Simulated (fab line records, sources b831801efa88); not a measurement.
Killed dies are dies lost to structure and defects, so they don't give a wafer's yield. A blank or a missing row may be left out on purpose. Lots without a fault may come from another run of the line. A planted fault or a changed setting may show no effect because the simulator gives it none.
Which tool did it? | flow gf180mcu | 7 lots, 21 wafers sampled, at 4 steps of a route of 602

WHAT THE GAUGES READ, wafer by wafer
GF_M3_OVL_MEAS_15.
lot  | measured     | on         | M3_OVL (nm)
L447 | day 23 01:26 | overlay-01 | -1 3 -3
L455 | day 26 04:46 | overlay-02 | -5 -8 -2
L457 | day 26 15:10 | overlay-02 | -11 0 4
L460 | day 27 13:01 | overlay-02 | -14 -10 -10
L462 | day 27 23:08 | overlay-02 | -6 -7 -12
L464 | day 28 15:52 | overlay-02 | -5 -12 -11

WHICH TOOL RAN EACH LOT (tool, then ch and the chambers of the sampled wafers, then the start)
lot  | GF_V2_SPUTTER_21             | GF_M3_SPUTTER_01             | GF_M3_SPUTTER_04
L444 | pvd_sputter-01, day 21 10:29 | -                            | -
L447 | pvd_sputter-02, day 22 01:47 | pvd_sputter-01, day 22 02:34 | pvd_sputter-01, day 22 02:39
L455 | pvd_sputter-03, day 25 07:11 | pvd_sputter-01, day 25 07:59 | pvd_sputter-01, day 25 08:04
L457 | pvd_sputter-03, day 25 17:26 | pvd_sputter-01, day 25 18:14 | pvd_sputter-01, day 25 18:19
L460 | pvd_sputter-03, day 26 15:58 | pvd_sputter-01, day 26 16:46 | pvd_sputter-01, day 26 16:50
L462 | pvd_sputter-01, day 27 02:16 | pvd_sputter-02, day 27 03:03 | pvd_sputter-02, day 27 03:08
L464 | pvd_sputter-03, day 27 18:43 | pvd_sputter-01, day 27 19:30 | pvd_sputter-01, day 27 19:35
- GF_V2_SPUTTER_21: material Ti, target thk 15 nm, time 80.02 s.
- GF_M3_SPUTTER_01: material TiN, target thk 30 nm, time 25 s.
- GF_M3_SPUTTER_04: material TiN, target thk 50 nm, time 41.7 s.

THE ANSWER, worked out from the rows above alone
Rule: what is usual is taken from the lots themselves. Put in order of their means at a reading, lots are off if they are a third of the lots or fewer, leave a main group of 4 or more, and stand apart from it by a gap of 3 or more times the standard deviation of the main group's means; of several such gaps the widest counts. A main group whose means are all the same, to the digits that the tables above print for the reading, isn't used. A lot without any number at a reading at which 4 lots or more have one is off too. The other lots that the step has rows for count as sound.
No lot is off at any reading shown: from this, nothing can be told.

WHAT THE SIMULATOR HAD PUT IN
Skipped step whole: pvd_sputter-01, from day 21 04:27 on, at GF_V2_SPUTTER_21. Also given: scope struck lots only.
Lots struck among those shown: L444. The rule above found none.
